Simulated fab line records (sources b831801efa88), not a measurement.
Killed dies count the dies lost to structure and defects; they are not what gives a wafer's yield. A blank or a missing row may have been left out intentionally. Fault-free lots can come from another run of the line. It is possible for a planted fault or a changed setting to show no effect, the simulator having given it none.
fab line records	flow sky130	part 1 of 2: steps 1 to 23 of 32
record: lots: 5	wafers: 15	last-day: 48
route steps=708 shown LDD_P@262 LDD_HVN@267 LDD_HVP@278 LDD_LDN@289
lots that met no fault: taken from a fault-free run of the same line
start-h: hours from the record's opening day to when the first of the lot's shown wafers began	wait-h: hours elapsed since this lot's preceding step	" as in the row above	L1.1+2: several wafers, shown together as one row	- no value, or no start was given	* or withheld: withheld	< > ~ a bound
route shown NAME@n: names a module that has steps shown in the file, with the first one's number in the route	usual: average and standard deviation across the fault-free wafers	same: alike in all rows	chamber/n: place in a boat	sites: readings site by site	_std_site: standard deviation of those values	_edge_site: outer sites' mean less inner sites'	radius-mm: for every site, how far away it sits from the centre of the wafer	mask NAME#n: copy n	behind: the tool/chamber that last shaped the wafer	hold: why the lot went on hold/how many hours it stayed there/how the hold came to an end	device: which transistor (n, p or np) failed to switch	end of line: tests run on the same wafers once the route is complete	a step given without rows: its recipe and nothing more	killed: count of dies lost to structure and defects at first sort (not the wafer's yield)	map: shows each die of a wafer: x if killed, . if not, _ if none is there
set.NAME: the run value of the setting; set.NAME@STEP: its run value at that earlier step	model.NAME: the simulator's own value behind a step, which no gauge read
lots at some steps of the route; a table a step, a row a wafer
services: when a tool's chamber went out of use (start-h, in hours from the record's first day, below 0 if earlier), for how many hours, and the reason
== steps ==
step: SKY_LDD_P_CD_MEAS_07
recipe: target-cd-nm: 380
usual: cd-nm: 379.3/2.2
lot.wafer	tool	chamber	start-h	wait-h	cd-nm
L074.2	cd-sem-01	-	437.19	0.1	377.9
L074.4	"	-	"	"	374.3
L074.6	"	-	"	"	376.6
L076.3	cd-sem-01	-	458.71	0.1	380.4
L076.4	"	-	"	"	379.3
L076.5	"	-	"	"	379.0
L077.3	cd-sem-02	-	458.90	0.1	380.1
L077.4	"	-	"	"	378.4
L077.6	"	-	"	"	378.9
L081.1	cd-sem-02	-	506.97	0.1	376.4
L081.2	"	-	"	"	378.0
L081.5	"	-	"	"	378.7
L085.2	cd-sem-01	-	544.68	0.1	381.6
L085.3	"	-	"	"	381.8
L085.4	"	-	"	"	382.7
step: SKY_LDD_P_OVL_MEAS_08
usual: LDD_P_OVL: 1.8/1.5
lot.wafer	tool	chamber	start-h	wait-h	LDD_P_OVL[nm]
L074.2	overlay-02	-	437.30	0.1	1.4
L074.4	"	-	"	"	1.0
L074.6	"	-	"	"	2.4
L076.3	overlay-01	-	458.80	0.1	2.5
L076.4	"	-	"	"	0.9
L076.5	"	-	"	"	1.2
L077.3	overlay-01	-	458.99	0.1	2.7
L077.4	"	-	"	"	4.3
L077.6	"	-	"	"	0.7
L081.1	overlay-01	-	507.09	0.1	2.7
L081.2	"	-	"	"	0.1
L081.5	"	-	"	"	0.9
L085.2	overlay-01	-	544.78	0.1	4.9
L085.3	"	-	"	"	3.3
L085.4	"	-	"	"	4.8
step: SKY_LDD_P_IMPLANT_09
recipe: species: BF2	energy-kev: 25	dose-cm2: 9.937e+12	tilt-deg: withheld
usual: dose-ions-cm2: 9.938e+12/1.2e+10	end-station-pressure-torr: 5.03e-06/2.9e-07
lot.wafer	tool	chamber	start-h	wait-h	dose-ions-cm2	end-station-pressure-torr
L074.2	implanter-03	0	437.35	0.0	9.933e+12	5.03e-06
L074.4	"	0	"	"	9.944e+12	4.82e-06
L074.6	"	0	"	"	9.942e+12	4.79e-06
L076.3	implanter-02	0	458.88	0.1	9.937e+12	5.38e-06
L076.4	"	0	"	"	9.945e+12	4.66e-06
L076.5	"	0	"	"	9.932e+12	4.74e-06
L077.3	implanter-03	0	459.06	0.1	9.941e+12	4.35e-06
L077.4	"	0	"	"	9.931e+12	5.38e-06
L077.6	"	0	"	"	9.948e+12	4.7e-06
L081.1	implanter-02	0	507.12	0.0	9.95e+12	5.24e-06
L081.2	"	0	"	"	9.943e+12	5.1e-06
L081.5	"	0	"	"	9.952e+12	4.86e-06
L085.2	implanter-01	0	544.84	0.0	9.934e+12	4.91e-06
L085.3	"	0	"	"	9.926e+12	5.37e-06
L085.4	"	0	"	"	9.919e+12	5.21e-06
step: SKY_LDD_P_STRIP_10
recipe: chemistry: O2/N2	power-w: 1400	pressure-mtorr: 1500	platen-temp-c: withheld	o2-flow-sccm: 3000	n2-flow-sccm: 300	overash-fraction: 0.5
usual: drypump-motor-current-A: 6.00/0.25	o2-flow-sccm: 2999/8.8	oes-product-au: 0.715/0.0048	strip-time-to-endpoint-s: 14.18/0.04
same: overash-fraction: 0.5
lot.wafer	tool	chamber	start-h	wait-h	drypump-motor-current-A	o2-flow-sccm	oes-product-au	rf-hours-counter-h	strip-time-to-endpoint-s
L074.2	plasma-asher-03	1	437.48	0.1	6.31	2992	0.714	64	14.15
L074.4	"	1	"	"	6.29	2986	0.714	-	14.12
L074.6	"	0	"	"	6.13	3002	0.712	-	14.16
L076.3	plasma-asher-02	1	459.01	0.1	5.77	3009	0.720	-	14.15
L076.4	"	0	"	"	5.83	3012	0.720	-	14.16
L076.5	"	0	"	"	5.83	3016	0.718	-	14.20
L077.3	plasma-asher-03	0	459.20	0.1	6.18	2994	0.711	-	14.12
L077.4	"	1	"	"	6.26	3005	0.716	-	14.22
L077.6	"	1	"	"	6.24	2994	0.725	-	14.16
L081.1	plasma-asher-04	0	507.27	0.1	5.99	3010	0.718	76	14.18
L081.2	"	1	"	"	5.56	3001	0.713	76	14.13
L081.5	"	0	"	"	6.01	3006	0.707	-	14.16
L085.2	plasma-asher-04	1	544.96	0.1	5.54	2996	0.707	79	14.21
L085.3	"	0	"	"	5.97	2995	0.720	-	14.25
L085.4	"	1	"	"	5.56	3009	0.707	-	14.23
step: SKY_LDD_P_TW_MEAS_11
usual: LDD_P_TW: 638/5.3
lot.wafer	tool	chamber	start-h	wait-h	LDD_P_TW
L074.2	film-metro-03	-	437.59	0.1	632
L074.4	"	-	"	"	634
L074.6	"	-	"	"	632
L076.3	film-metro-04	-	459.10	0.1	642
L076.4	"	-	"	"	640
L076.5	"	-	"	"	644
L077.3	film-metro-03	-	459.28	0.1	632
L077.4	"	-	"	"	628
L077.6	"	-	"	"	633
L081.1	film-metro-04	-	507.37	0.1	637
L081.2	"	-	"	"	637
L081.5	"	-	"	"	636
L085.2	film-metro-03	-	545.07	0.1	630
L085.3	"	-	"	"	627
L085.4	"	-	"	"	633
step: SKY_LDD_HVN_DEHYDRATE_00
recipe: temp-c: 200	time-s: 60
usual: chill-plate-temp-C: 23.04/0.092
lot.wafer	tool	chamber	start-h	wait-h	chill-plate-temp-C
L074.2	litho-track-04	0	450.95	13.3	22.92
L074.4	"	0	"	"	22.97
L074.6	"	0	"	"	23.02
L076.3	litho-track-03	0	473.10	14.0	23.03
L076.4	"	0	"	"	22.87
L076.5	"	0	"	"	22.95
L077.3	litho-track-04	0	473.22	13.9	23.03
L077.4	"	0	"	"	22.92
L077.6	"	0	"	"	22.96
L081.1	litho-track-04	0	522.12	14.7	23.00
L081.2	"	0	"	"	22.94
L081.5	"	0	"	"	23.00
L085.2	litho-track-01	0	559.48	14.4	22.95
L085.3	"	0	"	"	23.09
L085.4	"	0	"	"	23.17
step: SKY_LDD_HVN_HMDS_01
recipe: prime-time-s: 60	prime-temp-c: 120
usual: chill-plate-temp-C: 23.03/0.097
lot.wafer	tool	chamber	start-h	wait-h	chill-plate-temp-C
L074.2	litho-track-04	0	451.10	0.1	22.99
L074.4	"	0	"	"	23.00
L074.6	"	0	"	"	23.14
L076.3	litho-track-03	0	473.25	0.1	23.13
L076.4	"	0	"	"	22.93
L076.5	"	0	"	"	22.84
L077.3	litho-track-04	0	473.37	0.1	23.09
L077.4	"	0	"	"	23.01
L077.6	"	0	"	"	23.01
L081.1	litho-track-04	0	522.27	0.1	23.10
L081.2	"	0	"	"	23.13
L081.5	"	0	"	"	23.01
L085.2	litho-track-01	0	559.63	0.1	23.03
L085.3	"	0	"	"	23.21
L085.4	"	0	"	"	23.13
step: SKY_LDD_HVN_COAT_02
recipe: resist: NOVOLAK	spin-rpm: 3000	resist-thk-nm: 300
usual: chill-plate-temp-C: 23.02/0.099	dispense-pressure-kPa: 56/3.7
lot.wafer	tool	chamber	start-h	wait-h	chill-plate-temp-C	dispense-pressure-kPa
L074.2	litho-track-04	0	451.25	0.1	22.87	57
L074.4	"	0	"	"	22.96	57
L074.6	"	0	"	"	22.90	57
L076.3	litho-track-03	0	473.40	0.1	23.11	48
L076.4	"	0	"	"	22.92	48
L076.5	"	0	"	"	22.93	48
L077.3	litho-track-04	0	473.52	0.1	23.05	57
L077.4	"	0	"	"	23.13	57
L077.6	"	0	"	"	22.93	57
L081.1	litho-track-04	0	522.42	0.1	22.92	57
L081.2	"	0	"	"	22.83	57
L081.5	"	0	"	"	22.90	57
L085.2	litho-track-01	0	559.78	0.1	22.87	58
L085.3	"	0	"	"	22.91	59
L085.4	"	0	"	"	22.86	59
step: SKY_LDD_HVN_SOFTBAKE_03
recipe: temp-c: 90	time-s: 60	resist: NOVOLAK
usual: chill-plate-temp-C: 23.00/0.1
lot.wafer	tool	chamber	start-h	wait-h	chill-plate-temp-C
L074.2	litho-track-04	0	451.40	0.1	23.09
L074.4	"	0	"	"	23.11
L074.6	"	0	"	"	23.08
L076.3	litho-track-03	0	473.55	0.1	22.72
L076.4	"	0	"	"	22.95
L076.5	"	0	"	"	22.73
L077.3	litho-track-04	0	473.67	0.1	22.98
L077.4	"	0	"	"	22.86
L077.6	"	0	"	"	22.84
L081.1	litho-track-04	0	522.57	0.1	23.01
L081.2	"	0	"	"	23.04
L081.5	"	0	"	"	23.12
L085.2	litho-track-01	0	559.93	0.1	23.00
L085.3	"	0	"	"	22.99
L085.4	"	0	"	"	22.94
step: SKY_LDD_HVN_EXPOSE_04
recipe: mask-id: HVNTM	na: 0.6	source-shape: conventional	sigma-outer: 0.6	polarization: unpolarized	target-cd-nm: 700	dose-mj: 127
usual: stage-vel-mm-s: 499.97/0.23
lot.wafer	tool	chamber	start-h	wait-h	mask	stage-vel-mm-s
L074.2	iline-stepper-02	0	-	-	HVNTM#0	499.72
L074.4	"	0	"	"	HVNTM#0	500.20
L074.6	"	0	"	"	HVNTM#0	500.19
L076.3	iline-stepper-02	0	-	-	HVNTM#0	499.82
L076.4	"	0	"	"	HVNTM#0	500.20
L076.5	"	0	"	"	HVNTM#0	499.75
L077.3	iline-stepper-02	0	-	-	HVNTM#0	499.98
L077.4	"	0	"	"	HVNTM#0	499.98
L077.6	"	0	"	"	HVNTM#0	499.76
L081.1	iline-stepper-02	0	-	-	HVNTM#0	499.98
L081.2	"	0	"	"	HVNTM#0	500.05
L081.5	"	0	"	"	HVNTM#0	499.73
L085.2	iline-stepper-02	0	-	-	HVNTM#0	499.83
L085.3	"	0	"	"	HVNTM#0	499.97
L085.4	"	0	"	"	HVNTM#0	500.00
step: SKY_LDD_HVN_PEB_05
recipe: temp-c: withheld	time-s: *	resist: NOVOLAK
usual: chill-plate-temp-C: *
lot.wafer	tool	chamber	start-h	wait-h	chill-plate-temp-C
L074.2	litho-track-01	0	-	-	*
L074.4	"	0	"	"	*
L074.6	"	0	"	"	*
L076.3	litho-track-01	0	-	-	*
L076.4	"	0	"	"	*
L076.5	"	0	"	"	*
L077.3	litho-track-03	0	-	-	*
L077.4	"	0	"	"	*
L077.6	"	0	"	"	*
L081.1	litho-track-03	0	-	-	*
L081.2	"	0	"	"	*
L081.5	"	0	"	"	*
L085.2	litho-track-04	0	-	-	*
L085.3	"	0	"	"	*
L085.4	"	0	"	"	*
step: SKY_LDD_HVN_DEVELOP_06
recipe: resist: NOVOLAK	developer: TMAH	develop-time-s: 60	dev-temp-c: 23
usual: chill-plate-temp-C: 22.99/0.11
lot.wafer	tool	chamber	start-h	wait-h	chill-plate-temp-C
L074.2	litho-track-01	0	466.83	0.1	22.97
L074.4	"	0	"	"	23.07
L074.6	"	0	"	"	23.02
L076.3	litho-track-01	0	488.86	0.1	23.11
L076.4	"	0	"	"	23.05
L076.5	"	0	"	"	23.19
L077.3	litho-track-03	0	488.90	0.1	22.96
L077.4	"	0	"	"	23.19
L077.6	"	0	"	"	23.15
L081.1	litho-track-03	0	537.55	0.1	23.15
L081.2	"	0	"	"	23.16
L081.5	"	0	"	"	22.95
L085.2	litho-track-04	0	574.55	0.1	22.96
L085.3	"	0	"	"	23.09
L085.4	"	0	"	"	22.93
step: SKY_LDD_HVN_OVL_MEAS_07
usual: LDD_HVN_OVL: 0.3/1
lot.wafer	tool	chamber	start-h	wait-h	LDD_HVN_OVL[nm]
L074.2	overlay-01	-	466.96	0.1	-0.2
L074.4	"	-	"	"	-0.5
L074.6	"	-	"	"	-0.4
L076.3	overlay-01	-	488.97	0.1	-1.5
L076.4	"	-	"	"	-0.8
L076.5	"	-	"	"	-0.3
L077.3	overlay-02	-	489.01	0.1	2.1
L077.4	"	-	"	"	2.1
L077.6	"	-	"	"	-0.1
L081.1	overlay-02	-	537.70	0.1	0.3
L081.2	"	-	"	"	0.0
L081.5	"	-	"	"	-0.1
L085.2	overlay-01	-	574.68	0.1	2.5
L085.3	"	-	"	"	1.7
L085.4	"	-	"	"	2.0
step: SKY_LDD_HVN_IMPLANT_08
recipe: species: P	energy-kev: 60	dose-cm2: 3e+13	tilt-deg: 40
usual: dose-ions-cm2: 3.001e+13/3.3e+10	end-station-pressure-torr: 5.15e-06/2.7e-07
lot.wafer	tool	chamber	start-h	wait-h	dose-ions-cm2	end-station-pressure-torr
L074.2	implanter-04	0	467.02	0.0	2.997e+13	5.52e-06
L074.4	"	0	"	"	3.004e+13	4.92e-06
L074.6	"	0	"	"	2.995e+13	5.1e-06
L076.3	implanter-01	0	489.04	0.1	2.995e+13	5.24e-06
L076.4	"	0	"	"	2.999e+13	4.74e-06
L076.5	"	0	"	"	3.003e+13	5.25e-06
L077.3	implanter-02	0	489.09	0.1	3.004e+13	4.82e-06
L077.4	"	0	"	"	3.001e+13	5.36e-06
L077.6	"	0	"	"	3.003e+13	5.11e-06
L081.1	implanter-01	0	537.74	0.0	3.002e+13	5.28e-06
L081.2	"	0	"	"	3e+13	5.28e-06
L081.5	"	0	"	"	2.997e+13	4.97e-06
L085.2	implanter-04	0	574.73	0.0	3.003e+13	5.18e-06
L085.3	"	0	"	"	3e+13	5.39e-06
L085.4	"	0	"	"	2.996e+13	5.59e-06
step: SKY_LDD_HVN_STRIP_09
recipe: chemistry: O2/N2	power-w: 1400	pressure-mtorr: 1500	platen-temp-c: withheld	o2-flow-sccm: 3000	n2-flow-sccm: 300	overash-fraction: 0.5
usual: drypump-motor-current-A: 5.6/0.5	o2-flow-sccm: 3000/9.3	oes-product-au: 0.408/0.0044	strip-time-to-endpoint-s: 4.130/0.014
same: overash-fraction: 0.5
lot.wafer	tool	chamber	start-h	wait-h	drypump-motor-current-A	o2-flow-sccm	oes-product-au	rf-hours-counter-h	strip-time-to-endpoint-s
L074.2	plasma-asher-01	1	467.14	0.1	5.4	2981	0.401	35	4.117
L074.4	"	1	"	"	5.4	2985	0.406	-	4.130
L074.6	"	1	"	"	5.4	2993	0.413	-	4.131
L076.3	plasma-asher-03	1	489.18	0.1	6.3	3004	0.407	-	4.115
L076.4	"	0	"	"	6.1	2993	0.411	-	4.125
L076.5	"	1	"	"	6.3	3001	0.403	-	4.119
L077.3	plasma-asher-01	1	489.22	0.1	5.4	2997	0.413	-	4.135
L077.4	"	0	"	"	4.9	3000	0.403	-	4.112
L077.6	"	0	"	"	4.9	3005	0.419	-	4.117
L081.1	plasma-asher-04	0	537.89	0.1	6.0	2989	0.409	79	4.126
L081.2	"	1	"	"	5.6	3004	0.409	79	4.147
L081.5	"	1	"	"	5.6	3002	0.409	-	4.129
L085.2	plasma-asher-03	0	574.86	0.1	6.1	3001	0.406	78	4.136
L085.3	"	1	"	"	6.3	2994	0.404	-	4.143
L085.4	"	0	"	"	6.2	2993	0.408	-	4.116
step: SKY_LDD_HVN_TW_MEAS_10
usual: LDD_HVN_TW: 1452/14
lot.wafer	tool	chamber	start-h	wait-h	LDD_HVN_TW
L074.2	film-metro-03	-	467.25	0.1	1443
L074.4	"	-	"	"	1430
L074.6	"	-	"	"	1438
L076.3	film-metro-03	-	489.26	0.1	1441
L076.4	"	-	"	"	1453
L076.5	"	-	"	"	1438
L077.3	film-metro-02	-	489.31	0.1	1452
L077.4	"	-	"	"	1450
L077.6	"	-	"	"	1448
L081.1	film-metro-02	-	537.99	0.1	1452
L081.2	"	-	"	"	1452
L081.5	"	-	"	"	1454
L085.2	film-metro-01	-	574.97	0.1	1484
L085.3	"	-	"	"	1476
L085.4	"	-	"	"	1477
step: SKY_LDD_HVP_DEHYDRATE_00
recipe: temp-c: 200	time-s: 60
usual: chill-plate-temp-C: 23.02/0.11
lot.wafer	tool	chamber	start-h	wait-h	chill-plate-temp-C
L074.2	litho-track-02	0	481.64	14.4	23.15
L074.4	"	0	"	"	22.87
L074.6	"	0	"	"	23.06
L076.3	litho-track-01	0	503.96	14.7	23.07
L076.4	"	0	"	"	23.12
L076.5	"	0	"	"	23.16
L077.3	litho-track-02	0	504.02	14.7	22.90
L077.4	"	0	"	"	22.96
L077.6	"	0	"	"	22.97
L081.1	litho-track-01	0	552.11	14.1	22.93
L081.2	"	0	"	"	22.90
L081.5	"	0	"	"	22.95
L085.2	litho-track-03	0	588.93	13.9	22.74
L085.3	"	0	"	"	22.69
L085.4	"	0	"	"	22.81
step: SKY_LDD_HVP_HMDS_01
recipe: prime-time-s: 60	prime-temp-c: 120
usual: chill-plate-temp-C: 22.99/0.11
lot.wafer	tool	chamber	start-h	wait-h	chill-plate-temp-C
L074.2	litho-track-02	0	481.79	0.1	23.06
L074.4	"	0	"	"	22.99
L074.6	"	0	"	"	23.05
L076.3	litho-track-01	0	504.11	0.1	23.02
L076.4	"	0	"	"	23.00
L076.5	"	0	"	"	23.07
L077.3	litho-track-02	0	504.17	0.1	22.79
L077.4	"	0	"	"	22.86
L077.6	"	0	"	"	22.84
L081.1	litho-track-01	0	552.26	0.1	22.95
L081.2	"	0	"	"	22.81
L081.5	"	0	"	"	22.92
L085.2	litho-track-03	0	589.08	0.1	22.93
L085.3	"	0	"	"	22.83
L085.4	"	0	"	"	23.09
step: SKY_LDD_HVP_COAT_02
recipe: resist: NOVOLAK	spin-rpm: 3000	resist-thk-nm: 300
usual: chill-plate-temp-C: 23.01/0.089	dispense-pressure-kPa: 50/5.1
lot.wafer	tool	chamber	start-h	wait-h	chill-plate-temp-C	dispense-pressure-kPa
L074.2	litho-track-02	0	481.94	0.1	22.98	43
L074.4	"	0	"	"	22.99	44
L074.6	"	0	"	"	23.00	44
L076.3	litho-track-01	0	504.26	0.1	23.03	58
L076.4	"	0	"	"	23.11	59
L076.5	"	0	"	"	22.92	58
L077.3	litho-track-02	0	504.32	0.1	23.03	43
L077.4	"	0	"	"	23.05	43
L077.6	"	0	"	"	23.06	44
L081.1	litho-track-01	0	552.41	0.1	23.00	58
L081.2	"	0	"	"	23.06	58
L081.5	"	0	"	"	23.05	59
L085.2	litho-track-03	0	589.23	0.1	22.90	48
L085.3	"	0	"	"	22.84	48
L085.4	"	0	"	"	22.93	48
step: SKY_LDD_HVP_SOFTBAKE_03
recipe: temp-c: 90	time-s: 60	resist: NOVOLAK
usual: chill-plate-temp-C: 22.99/0.096
lot.wafer	tool	chamber	start-h	wait-h	chill-plate-temp-C
L074.2	litho-track-02	0	482.09	0.1	22.97
L074.4	"	0	"	"	23.01
L074.6	"	0	"	"	22.81
L076.3	litho-track-01	0	504.41	0.1	23.18
L076.4	"	0	"	"	23.08
L076.5	"	0	"	"	23.15
L077.3	litho-track-02	0	504.47	0.1	23.06
L077.4	"	0	"	"	22.94
L077.6	"	0	"	"	22.93
L081.1	litho-track-01	0	552.56	0.1	23.02
L081.2	"	0	"	"	22.80
L081.5	"	0	"	"	23.08
L085.2	litho-track-03	0	589.38	0.1	22.83
L085.3	"	0	"	"	22.81
L085.4	"	0	"	"	22.92
step: SKY_LDD_HVP_EXPOSE_04
recipe: mask-id: HVPTM	na: 0.6	source-shape: conventional	sigma-outer: 0.6	polarization: unpolarized	target-cd-nm: 700	dose-mj: 86
usual: stage-vel-mm-s: 499.96/0.27
lot.wafer	tool	chamber	start-h	wait-h	mask	stage-vel-mm-s
L074.2	iline-stepper-02	0	-	-	HVPTM#0	500.65
L074.4	"	0	"	"	HVPTM#0	500.02
L074.6	"	0	"	"	HVPTM#0	500.42
L076.3	iline-stepper-02	0	-	-	HVPTM#0	499.51
L076.4	"	0	"	"	HVPTM#0	499.65
L076.5	"	0	"	"	HVPTM#0	499.86
L077.3	iline-stepper-01	0	-	-	HVPTM#0	499.55
L077.4	"	0	"	"	HVPTM#0	499.76
L077.6	"	0	"	"	HVPTM#0	499.76
L081.1	iline-stepper-02	0	-	-	HVPTM#0	500.28
L081.2	"	0	"	"	HVPTM#0	500.21
L081.5	"	0	"	"	HVPTM#0	500.29
L085.2	iline-stepper-01	0	-	-	HVPTM#0	500.13
L085.3	"	0	"	"	HVPTM#0	500.05
L085.4	"	0	"	"	HVPTM#0	499.93
step: SKY_LDD_HVP_PEB_05
recipe: temp-c: withheld	time-s: *	resist: NOVOLAK
usual: chill-plate-temp-C: *
lot.wafer	tool	chamber	start-h	wait-h	chill-plate-temp-C
L074.2	litho-track-03	0	-	-	*
L074.4	"	0	"	"	*
L074.6	"	0	"	"	*
L076.3	litho-track-02	0	-	-	*
L076.4	"	0	"	"	*
L076.5	"	0	"	"	*
L077.3	litho-track-02	0	-	-	*
L077.4	"	0	"	"	*
L077.6	"	0	"	"	*
L081.1	litho-track-02	0	-	-	*
L081.2	"	0	"	"	*
L081.5	"	0	"	"	*
L085.2	litho-track-01	0	-	-	*
L085.3	"	0	"	"	*
L085.4	"	0	"	"	*
step: SKY_LDD_HVP_DEVELOP_06
recipe: resist: NOVOLAK	developer: TMAH	develop-time-s: 62.93	dev-temp-c: 23
usual: chill-plate-temp-C: 22.99/0.11
lot.wafer	tool	chamber	start-h	wait-h	chill-plate-temp-C
L074.2	litho-track-03	0	497.53	0.1	23.12
L074.4	"	0	"	"	22.98
L074.6	"	0	"	"	23.12
L076.3	litho-track-02	0	519.77	0.1	23.23
L076.4	"	0	"	"	23.06
L076.5	"	0	"	"	23.15
L077.3	litho-track-02	0	520.07	0.1	22.89
L077.4	"	0	"	"	22.82
L077.6	"	0	"	"	22.86
L081.1	litho-track-02	0	566.87	0.1	23.06
L081.2	"	0	"	"	23.01
L081.5	"	0	"	"	22.86
L085.2	litho-track-01	0	603.98	0.1	22.96
L085.3	"	0	"	"	22.86
L085.4	"	0	"	"	22.83
